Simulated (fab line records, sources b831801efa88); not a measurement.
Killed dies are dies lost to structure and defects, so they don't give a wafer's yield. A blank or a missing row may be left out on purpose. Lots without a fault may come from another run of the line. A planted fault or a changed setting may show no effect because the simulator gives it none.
Chamber matching | flow sky130 | SKY_LI_CONTACT_CMP_24 on cmp-01: 4 sister chambers
The step polishes, stops on PSG, t overpolish 20 s, target thk 0 nm. 4 wafers are shown with their chamber, then 7 later ones without.

WAFERS WITH THEIR CHAMBER
wafer  | chamber | motor_current_A (A)
L108.6 | 3       | 13.4
L110.2 | 0       | 10.3
L109.4 | 2       | 12.3
L109.6 | 1       | 12.8

WAFERS WITHOUT THEIR CHAMBER
wafer  | motor_current_A (A)
L112.2 | 12.5
L112.3 | 13.6
L112.4 | 10.7
L119.3 | 13.2
L119.6 | 10.3
L121.3 | 13.7
L121.5 | 13.3

WHICH CHAMBER EACH WENT THROUGH
wafer  | from the rows above     | in truth
L112.2 | can't be placed: 2 or 1 | 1
L112.3 | 3                       | 3
L112.4 | 0                       | 0
L119.3 | can't be placed: 3 or 1 | 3
L119.6 | 0                       | 0
L121.3 | 3                       | 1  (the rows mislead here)
L121.5 | can't be placed: 3 or 1 | 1
Placed correctly: 3 of 7. Can't be placed from these rows: 3 (the true chamber is among the candidates in 3). Placed wrongly: 1.
How it was worked out, from the rows above alone: a wafer's distance from a chamber is the root of the sum, over the readings, of the square of ((its reading less the chamber's mean) divided by the reading's scatter). The wafer belongs to the nearest chamber; if the next one is less than 2 further off, it can't be placed. A chamber's mean is the mean of its shown wafers. The scatter: with one shown wafer a chamber, the root of the mean of the squares of how far each hidden wafer lies from its nearest shown one.
